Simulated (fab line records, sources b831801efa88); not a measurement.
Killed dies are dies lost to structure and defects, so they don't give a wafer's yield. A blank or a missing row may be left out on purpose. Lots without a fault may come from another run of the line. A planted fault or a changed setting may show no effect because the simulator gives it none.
fab line records | flow sfq_line
record lots=7 wafers=21 last_day=80
route steps=325 shown L0V@17 M0@28 I0@43 M1@58 M8@325
lots that met no fault: from a run of the same line without faults
start_h: hours from the record's first day to the start of the lot's first wafer shown | wait_h: hours since the lot's step before | " the same as in the row above | L1.1+2: a row that stands for several wafers | - no value, or no start given | * or withheld: withheld | < > ~ a bound
route shown NAME@n: a module of which the file shows steps, and the number in the route of the first | usual: mean/standard deviation of fault-free wafers | same: alike in all rows | chamber/n: place in a boat | sites: the reading at each site | _std_site: their standard deviation | _edge_site: outer sites' mean less inner sites' | radius_mm: how far each site lies from the wafer's centre | mask NAME#n: copy n | behind: the tool/chamber that last shaped the wafer | hold: why the lot was held/for how many hours/how that ended | device: the transistor (n, p or np) that didn't switch | end of line: the same wafers' tests at the end of the route | a step without rows: its recipe alone | killed: dies lost to structure and defects at the first sort, not the wafer's yield | map: a wafer's dies, x killed, . not, _ none there
set.NAME: the setting as run; set.NAME@STEP: as run at that earlier step | model.NAME: the simulator's own value behind a step, which no gauge read
lots at some steps of the route; a table a step, a row a wafer
services: from which hour (start_h, from the record's first day; less than 0 if before it) a tool's chamber was out of use, for how many hours, and why
## steps
# step SFQ_TRILAYER_L0_VIA_LITHO_COAT_018
# recipe resist=BARC spin_rpm=3000 resist_thk_nm=62
# step SFQ_TRILAYER_L0_VIA_LITHO_COAT_013
# recipe resist=KrF spin_rpm=3000 resist_thk_nm=650
# step SFQ_TRILAYER_L0_VIA_LITHO_SOFTBAKE_017
# recipe temp_c=withheld time_s=withheld resist=KrF
# step SFQ_TRILAYER_L0_VIA_LITHO_EXPOSE_014
# recipe mask_id=L0V na=0.6 source_shape=conventional sigma_outer=0.65 target_cd_nm=700 dose_mj=21.3
# step SFQ_TRILAYER_L0_VIA_LITHO_PEB_016
# recipe peb_temp_c=115 peb_time_s=60 resist=KrF
# step SFQ_TRILAYER_L0_VIA_LITHO_DEVELOP_015
# recipe time_s=60 resist=KrF
# step SFQ_L0V_OVL_MEAS_903
# usual L0V_OVL=-2/5.2
# columns lot.wafer tool chamber start_h wait_h L0V_OVL[nm]
L612.1 overlay-01 - 216.74 0.1 -3
L612.3 " - " " -6
L612.5 " - " " -5
L614.1 overlay-02 - 231.15 0.1 -8
L614.3 " - " " -3
L614.6 " - " " -6
L616.3 overlay-01 - 244.53 0.1 1
L616.5 " - " " -6
L616.6 " - " " -9
L620.1 overlay-01 - 268.35 0.1 4
L620.4 " - " " 6
L620.5 " - " " 4
L624.2 overlay-01 - 293.15 0.1 -9
L624.4 " - " " -9
L624.6 " - " " -3
L626.1 overlay-02 - 326.83 0.1 0
L626.3 " - " " -6
L626.4 " - " " -1
L629.1 overlay-01 - 350.95 0.1 7
L629.2 " - " " 3
L629.5 " - " " 3
# step SFQ_TRILAYER_L0_VIA_BARC_OPEN_VIA_ETCH_021
# recipe mask_material=PR chemistry=O2 target_depth_nm=125 target=BARC source_w=500 bias_w=80 pressure_mtorr=30 time_s=41.7
# step SFQ_TRILAYER_L0_VIA_ETCH_VIA_ETCH_016
# recipe target=SiO2 stop_on=MoNx_KI mask_material=PR chemistry=CHF3 target_depth_nm=80 source_w=500 bias_w=80 pressure_mtorr=30 time_s=withheld
# step SFQ_TRILAYER_L0_VIA_STRIP_STRIP_017
# recipe gas=O2 power_w=200 platen_temp_c=40 overash_fraction=0.65 chemistry=O2 pressure_mtorr=50
# usual drypump_motor_current_A=5.6/0.49 oes_product_au=0.999/0.0077
# columns lot.wafer tool chamber start_h wait_h drypump_motor_current_A oes_product_au rf_hours_counter_h
L612.1 rie_metal-04 1 216.86 - 4.8 1.008 109
L612.3 " 1 " " 4.8 1.000 -
L612.5 " 1 " " 4.8 1.003 -
L614.1 rie_metal-03 1 231.27 - 6.2 0.981 43
L614.3 " 1 " " 6.2 0.988 -
L614.6 " 0 " " 5.4 0.991 -
L616.3 rie_metal-03 0 244.84 - 5.5 0.986 -
L616.5 " 1 " " 6.1 0.985 -
L616.6 " 0 " " 5.5 0.995 -
L620.1 rie_metal-03 0 268.47 - 5.5 0.999 172
L620.4 " 0 " " 5.5 0.996 -
L620.5 " 1 " " 6.1 0.984 -
L624.2 rie_metal-01 0 293.26 - 5.3 1.007 100
L624.4 " 1 " " 6.3 1.006 -
L624.6 " 0 " " 5.3 1.004 -
L626.1 rie_metal-04 0 326.95 - 5.6 1.009 158
L626.3 " 1 " " 4.8 0.998 -
L626.4 " 0 " " 5.6 0.998 -
L629.1 rie_metal-01 1 351.07 - 6.3 1.011 89
L629.2 " 0 " " 5.3 1.003 109
L629.5 " 0 " " 5.3 1.016 -
# step SFQ_TRILAYER_L0_VIA_STRIP_SOLV_CLEAN_018
# recipe chemistry=NMP temp_c=70 time_s=600
# step SFQ_TRILAYER_M0_DEP_PRE_CLEAN_020
# recipe gas=Ar time_s=15 bias_v=250
# step SFQ_TRILAYER_M0_DEP_SPUTTER_019
# recipe material=Nb base_pressure_pa=1.33e-06 chamber_pressure_pa=0.1333 substrate_temp_c=20 resputter_cathode_voltage_v=400 target_thk_nm=200 power_w=2000 time_s=133.3
# usual base_pressure_pa=1.33e-06/9e-08 cathode_dc_power_W=2000.0/0.33 throttle_valve_pct=29.9/0.92
# columns lot.wafer tool chamber start_h wait_h base_pressure_pa cathode_dc_power_W throttle_valve_pct model.Nb_of_TRILAYER_M0_DEP_SPUTTER_019.thk_nm
L612.1 pvd_sputter-04 - 217.66 0.0 1.38e-06 2000.0 30.7 164.6
L612.3 " - " " 1.36e-06 1999.7 29.0 198.4
L612.5 " - " " 1.21e-06 2000.2 30.4 196.9
L614.1 pvd_sputter-04 - 232.07 0.0 1.29e-06 1999.6 32.0 170
L614.3 " - " " 1.27e-06 2000.1 30.8 197.9
L614.6 " - " " 1.36e-06 1999.6 30.9 169.7
L616.3 pvd_sputter-04 - 245.44 0.0 1.32e-06 1999.6 30.7 198.5
L616.5 " - " " 1.48e-06 2000.3 31.8 202.8
L616.6 " - " " 1.39e-06 1999.9 31.0 170.9
L620.1 pvd_sputter-03 - 269.27 0.0 1.13e-06 2000.3 29.0 202.1
L620.4 " - " " 1.19e-06 2000.1 29.0 201.6
L620.5 " - " " 1.32e-06 1999.9 29.4 201.2
L624.2 pvd_sputter-05 - 294.06 0.0 1.36e-06 2000.0 28.9 202
L624.4 " - " " 1.33e-06 1999.9 29.2 201.4
L624.6 " - " " 1.33e-06 2000.5 29.1 200.9
L626.1 pvd_sputter-03 - 327.75 0.0 1.54e-06 1999.9 30.5 200.7
L626.3 " - " " 1.33e-06 1999.7 29.7 202.8
L626.4 " - " " 1.52e-06 1999.7 29.3 202.7
L629.1 pvd_sputter-04 - 351.87 0.0 1.22e-06 1999.8 29.1 204.9
L629.2 " - " " 1.29e-06 1999.9 30.8 201.1
L629.5 " - " " 1.38e-06 2000.2 32.1 204.9
# step SFQ_M0_RS_MEAS_904
# recipe thk_meas_gauge=four-point-probe reads=Nb_of_TRILAYER_M0_DEP_SPUTTER_019
# usual M0_NB_RS=0.885/0.0092
# columns lot.wafer tool chamber start_h wait_h M0_NB_RS[ohm/sq]
L612.1 film_metro-03 - 217.75 0.0 1.084
L612.3 " - " " 0.895
L612.5 " - " " 0.903
L614.1 film_metro-03 - 232.16 0.0 1.048
L614.3 " - " " 0.899
L614.6 " - " " 1.052
L616.3 film_metro-03 - 245.57 0.1 0.897
L616.5 " - " " 0.880
L616.6 " - " " 1.044
L620.1 film_metro-03 - 269.36 0.0 0.882
L620.4 " - " " 0.884
L620.5 " - " " 0.885
L624.2 film_metro-04 - 294.17 0.1 0.882
L624.4 " - " " 0.882
L624.6 " - " " 0.886
L626.1 film_metro-04 - 327.84 0.0 0.888
L626.3 " - " " 0.877
L626.4 " - " " 0.879
L629.1 film_metro-01 - 351.96 0.0 0.866
L629.2 " - " " 0.885
L629.5 " - " " 0.868
# step SFQ_TRILAYER_M0_LITHO_COAT_026
# recipe resist=BARC spin_rpm=3000 resist_thk_nm=62
# step SFQ_TRILAYER_M0_LITHO_COAT_021
# recipe resist=KrF spin_rpm=3000 resist_thk_nm=600
# step SFQ_TRILAYER_M0_LITHO_SOFTBAKE_025
# recipe temp_c=withheld time_s=withheld resist=KrF
# step SFQ_TRILAYER_M0_LITHO_EXPOSE_022
# recipe mask_id=M0 na=0.6 source_shape=conventional sigma_outer=0.65 target_cd_nm=500 dose_mj=14.4
# step SFQ_TRILAYER_M0_LITHO_PEB_024
# recipe peb_temp_c=115 peb_time_s=60 resist=KrF
# step SFQ_TRILAYER_M0_LITHO_DEVELOP_023
# recipe time_s=60 resist=KrF
# step SFQ_M0_OVL_MEAS_906
# usual M0_OVL=-3/4.8
# columns lot.wafer tool chamber start_h wait_h M0_OVL[nm]
L612.1 overlay-01 - 338.95 0.1 -6
L612.3 " - " " -11
L612.5 " - " " -12
L614.1 overlay-01 - 355.75 0.1 3
L614.3 " - " " 3
L614.6 " - " " 14
L616.3 overlay-02 - 367.76 0.1 -8
L616.5 " - " " -6
L616.6 " - " " -3
L620.1 overlay-01 - 401.92 0.1 -1
L620.4 " - " " -3
L620.5 " - " " -1
L624.2 overlay-02 - 428.45 0.1 3
L624.4 " - " " -1
L624.6 " - " " -4
L626.1 overlay-01 - 471.44 0.1 -5
L626.3 " - " " -2
L626.4 " - " " 1
L629.1 overlay-01 - 501.82 0.1 -5
L629.2 " - " " 2
L629.5 " - " " 2
# step SFQ_TRILAYER_M0_BARC_OPEN_METAL_ETCH_031
# recipe mask_material=PR chemistry=O2 target_depth_nm=125 target=BARC icp_w=600 bias_w=80 pressure_mtorr=10 time_s=41.7
# step SFQ_TRILAYER_M0_ETCH_METAL_ETCH_024
# recipe target=Nb stop_on=SiO2 mask_material=PR chemistry=Cl2/Ar target_depth_nm=240 icp_w=600 bias_w=80 pressure_mtorr=10 time_s=120
# usual drypump_motor_current_A=5.7/0.62 oes_product_au=0.896/0.0072
# columns lot.wafer tool chamber start_h wait_h drypump_motor_current_A oes_product_au rf_hours_counter_h
L612.1 rie_metal-04 1 339.05 0.0 4.7 0.795 131
L612.3 " 0 " " 5.7 0.889 -
L612.5 " 0 " " 5.6 0.894 -
L614.1 rie_metal-03 0 355.85 0.0 5.5 0.813 6
L614.3 " 1 " " 6.1 0.894 -
L614.6 " 1 " " 6.1 0.813 -
L616.3 rie_metal-02 0 367.89 0.1 6.5 0.892 -
L616.5 " 1 " " 6.3 0.898 -
L616.6 " 0 " " 6.5 0.817 -
L620.1 rie_metal-04 0 402.02 0.0 5.7 0.900 168
L620.4 " 0 " " 5.7 0.899 -
L620.5 " 0 " " 5.7 0.894 -
L624.2 rie_metal-04 0 428.54 0.0 5.7 0.903 171
L624.4 " 0 " " 5.7 0.894 -
L624.6 " 1 " " 4.7 0.894 -
L626.1 rie_metal-03 0 471.60 0.1 5.5 0.893 17
L626.3 " 0 " " 5.5 0.894 -
L626.4 " 0 " " 5.5 0.888 -
L629.1 rie_metal-02 0 501.92 0.0 6.5 0.912 98
L629.2 " 1 " " 6.3 0.893 149
L629.5 " 1 " " 6.3 0.908 -
# step SFQ_TRILAYER_M0_STRIP_STRIP_025
# recipe gas=O2 power_w=200 platen_temp_c=40 overash_fraction=0.65 chemistry=O2 pressure_mtorr=50
# step SFQ_TRILAYER_M0_STRIP_SOLV_CLEAN_026
# recipe chemistry=NMP temp_c=70 time_s=600
# step SFQ_TRILAYER_I0_DEP_PECVD_027
# recipe material=SiO2 temp_c=150 time_s=111.11 pressure_torr=2.4 rf_w=183.3 precursor=SiH4/N2O target_thk_nm=500
# usual heater_power_w=74/14 throttle_valve_pct=24.5/1.4
# columns lot.wafer tool chamber start_h wait_h heater_power_w throttle_valve_pct
L612.1 pecvd-02 0 339.96 0.0 56 23.9
L612.3 " 1 " " 70 22.3
L612.5 " 1 " " 57 22.5
L614.1 pecvd-01 1 356.75 0.0 90 25.3
L614.3 " 2 " " 80 26.8
L614.6 " 2 " " 82 26.8
L616.3 pecvd-03 2 368.75 0.0 49 22.2
L616.5 " 2 " " 52 22.7
L616.6 " 1 " " 71 25.3
L620.1 pecvd-02 0 402.92 0.0 61 24.2
L620.4 " 2 " " 72 23.8
L620.5 " 1 " " 70 22.5
L624.2 pecvd-03 0 429.44 0.0 82 25.1
L624.4 " 2 " " 49 22.5
L624.6 " 0 " " 83 25.0
L626.1 pecvd-02 0 473.22 0.0 63 24.2
L626.3 " 1 " " 67 22.6
L626.4 " 2 " " 73 24.0
L629.1 pecvd-01 0 502.82 0.0 80 25.6
L629.2 " 2 " " 83 27.0
L629.5 " 0 " " 86 25.5
# step SFQ_TRILAYER_I0_CMP_CMP_028
# recipe material=SiO2 down_force_psi=3 platen_rpm=60 pad_velocity_m_s=0.94248
# usual motor_current_A=10.3/0.9 retaining_ring_pressure_frac=1.000/0.0053 time_to_endpoint_s=218/8.4
# columns lot.wafer tool chamber start_h wait_h motor_current_A retaining_ring_pressure_frac time_to_endpoint_s
L612.1 cmp-01 0 340.04 0.0 10.9 1.003 205
L612.3 " 3 341.54 1.5 9.7 1.002 225
L612.5 " 0 " " 10.6 1.002 207
L614.1 cmp-02 3 359.63 2.8 11.2 1.002 216
L614.3 " 0 " " 11.1 1.000 219
L614.6 " 1 " " 10.4 0.996 232
L616.3 cmp-01 2 369.33 0.5 10.7 0.998 233
L616.6 " 1 370.83 2.0 9.0 0.998 228
L616.5 " 2 " " 11.2 1.009 229
L620.4 cmp-02 3 403.00 0.0 10.8 1.003 212
L620.1 " 2 404.50 1.5 11.1 1.000 208
L620.5 " 3 " " 10.9 0.999 213
L624.2 cmp-01 2 430.52 1.0 11.0 0.998 220
L624.4 " 3 " " 9.5 0.997 227
L624.6 " 1 432.02 2.5 9.1 0.992 214
L626.1 cmp-02 2 474.87 1.6 10.9 1.010 204
L626.3 " 3 " " 10.2 1.004 198
L626.4 " 1 476.37 3.1 10.0 1.004 215
L629.1 cmp-02 0 502.90 0.0 11.0 1.004 212
L629.2 " 3 504.40 1.5 10.5 0.996 208
L629.5 " 1 505.40 2.5 9.7 0.997 226
# step SFQ_I0_BOW_MEAS_907
# recipe mode=bow
# usual I0_BOW=1/7.5
# columns lot.wafer tool chamber start_h wait_h I0_BOW[um]
L612.1 film_metro-03 - 343.04 2.5 5
L612.3 " - " " -8
L612.5 " - " " -4
L614.1 film_metro-04 - 361.63 1.5 13
L614.3 " - " " -1
L614.6 " - " " 12
L616.3 film_metro-03 - 371.87 2.0 9
L616.5 " - " " 3
L616.6 " - " " 2
L620.1 film_metro-03 - 406.00 1.0 0
L620.4 " - " " -10
L620.5 " - " " -18
L624.2 film_metro-04 - 432.54 1.5 -2
L624.4 " - " " 5
L624.6 " - " " 4
L626.1 film_metro-03 - 477.87 2.5 -4
L626.3 " - " " -3
L626.4 " - " " 9
L629.1 film_metro-03 - 505.90 2.5 -11
L629.2 " - " " -3
L629.5 " - " " 1
# step SFQ_TRILAYER_I0_METRO_MEASURE_029
# usual thk_nm=200.3/1.1
# columns lot.wafer tool chamber start_h wait_h thk_nm
L612.1 film_metro-03 - 343.16 0.1 199.3
L612.3 " - " " 200.3
L612.5 " - " " 199.1
L614.1 film_metro-04 - 361.75 0.1 200.0
L614.3 " - " " 199.8
L614.6 " - " " 202.1
L616.3 film_metro-03 - 372.35 0.5 201.3
L616.5 " - " " 201.8
L616.6 " - " " 201.4
L620.1 film_metro-03 - 406.12 0.1 199.4
L620.4 " - " " 197.9
L620.5 " - " " 199.2
L624.2 film_metro-04 - 432.84 0.3 202.2
L624.4 " - " " 202.6
L624.6 " - " " 200.0
L626.1 film_metro-03 - 477.99 0.1 199.5
L626.3 " - " " 199.1
L626.4 " - " " 200.9
L629.1 film_metro-03 - 506.02 0.1 200.8
L629.2 " - " " 199.1
L629.5 " - " " 202.0
# step SFQ_TRILAYER_I0_VIA_LITHO_COAT_036
# recipe resist=BARC spin_rpm=3000 resist_thk_nm=62
# step SFQ_TRILAYER_I0_VIA_LITHO_COAT_031
# recipe resist=KrF spin_rpm=3000 resist_thk_nm=650
# step SFQ_TRILAYER_I0_VIA_LITHO_SOFTBAKE_035
# recipe temp_c=withheld time_s=withheld resist=KrF
# step SFQ_TRILAYER_I0_VIA_LITHO_EXPOSE_032
# recipe mask_id=I0 na=0.6 source_shape=conventional sigma_outer=0.65 target_cd_nm=500 dose_mj=21.3
# step SFQ_TRILAYER_I0_VIA_LITHO_PEB_034
# recipe peb_temp_c=115 peb_time_s=60 resist=KrF
# step SFQ_TRILAYER_I0_VIA_LITHO_DEVELOP_033
# recipe time_s=60 resist=KrF
# step SFQ_I0_OVL_MEAS_908
# usual I0_OVL=2/6.3
# columns lot.wafer tool chamber start_h wait_h I0_OVL[nm]
L612.1 overlay-01 - 349.16 0.1 -13
L612.3 " - " " -6
L612.5 " - " " -2
L614.1 overlay-02 - 365.20 0.1 2
L614.3 " - " " -3
L614.6 " - " " 11
L616.3 overlay-02 - 529.56 0.1 9
L616.5 " - " " 11
L616.6 " - " " 6
L620.1 overlay-02 - 570.35 0.1 3
L620.4 " - " " 3
L620.5 " - " " 2
L624.2 overlay-02 - 598.08 0.1 10
L624.4 " - " " 9
L624.6 " - " " 7
L626.1 overlay-02 - 641.20 0.1 -4
L626.3 " - " " 0
L626.4 " - " " -3
L629.1 overlay-02 - 668.92 0.1 0
L629.2 " - " " 5
L629.5 " - " " 3
# step SFQ_TRILAYER_I0_VIA_BARC_OPEN_VIA_ETCH_046
# recipe mask_material=PR chemistry=O2 target_depth_nm=125 target=BARC source_w=500 bias_w=80 pressure_mtorr=30 time_s=41.7
# step SFQ_TRILAYER_I0_VIA_ETCH_VIA_ETCH_034
# recipe target=SiO2 stop_on=Nb mask_material=PR taper_deg=20 chemistry=CHF3 target_depth_nm=260 source_w=500 bias_w=80 pressure_mtorr=30 time_s=withheld
# step SFQ_TRILAYER_I0_VIA_STRIP_STRIP_035
# recipe gas=O2 power_w=200 platen_temp_c=40 overash_fraction=0.65 chemistry=O2 pressure_mtorr=50
# usual drypump_motor_current_A=6.0/0.45 oes_product_au=1.002/0.01
# columns lot.wafer tool chamber start_h wait_h drypump_motor_current_A oes_product_au rf_hours_counter_h
L612.1 rie_metal-01 1 349.35 - 6.3 1.002 89
L612.3 " 1 " " 6.3 1.004 -
L612.5 " 0 " " 5.3 1.016 -
L614.1 rie_metal-03 0 365.38 - 5.5 1.005 7
L614.3 " 1 " " 6.1 0.993 -
L614.6 " 0 " " 5.4 1.000 -
L616.3 rie_metal-03 1 529.94 - 6.1 0.994 -
L616.5 " 1 " " 6.2 0.990 -
L616.6 " 0 " " 5.5 1.007 -
L620.1 rie_metal-01 0 570.54 - 5.3 1.004 135
L620.4 " 0 " " 5.3 1.003 -
L620.5 " 0 " " 5.3 1.001 -
L624.2 rie_metal-02 1 598.26 - 6.3 1.017 5
L624.4 " 1 " " 6.3 1.015 -
L624.6 " 1 " " 6.3 1.021 -
L626.1 rie_metal-03 0 641.38 - 5.5 1.014 39
L626.3 " 0 " " 5.5 1.018 -
L626.4 " 1 " " 6.1 0.983 -
L629.1 rie_metal-01 1 669.11 - 6.3 1.003 127
L629.2 " 0 " " 5.3 1.027 147
L629.5 " 0 " " 5.3 1.011 -
# step SFQ_TRILAYER_I0_VIA_STRIP_SOLV_CLEAN_036
# recipe chemistry=NMP temp_c=70 time_s=600
# step SFQ_TRILAYER_M1_DEP_PRE_CLEAN_038
# recipe gas=Ar time_s=22.5 bias_v=250
# step SFQ_M8_BOW_MEAS_951
# recipe mode=bow
# usual M8_BOW=11/11
# columns lot.wafer tool chamber start_h wait_h M8_BOW[um] model.etest.m0.ohm_um model.etest.m0.ohm_sq model.etest.i0.link_ohm
L612.1 film_metro-03 - 1845.20 0.0 7 2.164 1.081 2.152
L612.3 " - " " -7 1.782 0.8967 1.959
L612.5 " - " " -3 1.793 0.9032 1.973
L614.1 film_metro-02 - 1853.15 0.0 22 2.091 1.046 2.13
L614.3 " - " " 6 1.798 0.899 1.972
L614.6 " - " " 20 2.089 1.048 2.123
L616.3 film_metro-02 - 1856.03 0.0 1 1.795 0.8962 1.972
L616.5 " - " " -5 1.758 0.8772 1.94
L616.6 " - " " -6 2.094 1.041 2.104
L620.1 film_metro-04 - 1868.00 0.0 7 1.762 0.8803 1.94
L620.4 " - " " -3 1.762 0.8822 1.946
L620.5 " - " " -10 1.77 0.8843 1.952
L624.2 film_metro-03 - 1910.04 0.0 7 1.754 0.8807 1.955
L624.4 " - " " 16 1.76 0.8834 1.975
L624.6 " - " " 15 1.772 0.8853 1.958
L626.1 film_metro-02 - 1913.62 0.0 11 1.779 0.8863 1.959
L626.3 " - " " 11 1.763 0.8771 1.955
L626.4 " - " " 23 1.763 0.8776 1.958
L629.1 film_metro-02 - 1917.05 0.0 -12 1.728 0.8682 1.944
L629.2 " - " " -3 1.773 0.8845 1.95
L629.5 " - " " 0 1.734 0.8681 1.942
## services
# columns tool chamber start_h hours kind
cmp-02 - 195.11 0.8 repair
cmp-02 - 202.38 1.0 repair
rie_metal-04 - 213.85 2.8 pm
rie_metal-03 - 217.16 1.4 pm
pvd_sputter-04 - 221.30 9.7 repair
film_metro-03 - 334.36 1.7 pm
rie_metal-04 - 342.37 1.3 repair
cmp-02 - 390.41 3.8 repair
film_metro-03 - 394.45 1.0 pm
cmp-02 - 394.74 4.9 pm
film_metro-03 - 395.53 1.2 pm
cmp-02 - 406.00 4.0 pm
film_metro-03 - 434.27 0.8 pm
cmp-02 - 454.89 0.5 repair
cmp-02 - 458.30 4.7 pm
rie_metal-03 1 468.06 10.1 repair
rie_metal-03 - 478.28 2.8 pm
cmp-02 - 516.68 0.4 repair
rie_metal-04 1 579.05 1.0 repair
film_metro-03 - 579.36 1.5 pm
pvd_sputter-04 - 584.05 3.1 repair
cmp-02 - 594.91 2.2 repair
film_metro-03 - 639.45 0.6 pm
rie_metal-04 0 669.49 9.3 repair
## key
first_sign step=SFQ_M0_RS_MEAS_904 reading=M0_NB_RS direction=up sigmas=19 usual=0.885 struck=1.057
effect step=SFQ_TRILAYER_M0_ETCH_METAL_ETCH_024 reading=oes_product_au direction=down sigmas=12 usual=0.896 struck=0.810
model_effect step=SFQ_TRILAYER_M0_DEP_SPUTTER_019 value=Nb_of_TRILAYER_M0_DEP_SPUTTER_019.thk_nm without=200.1 struck=168.8
model_effect step=SFQ_M8_BOW_MEAS_951 value=etest.m0.ohm_um without=1.779 struck=2.109
met_at SFQ_TRILAYER_M0_DEP_SPUTTER_019
struck_wafers L612.1,L614.1,L614.6,L616.6
fault kind=process_parameter_drift tool=pvd_sputter-04 chamber=- onset_h=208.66 steps=SFQ_TRILAYER_M0_DEP_SPUTTER_019 channel=time_s offset=* shape=step end_h=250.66 scope=struck_wafers_only acts_in=* stated=*
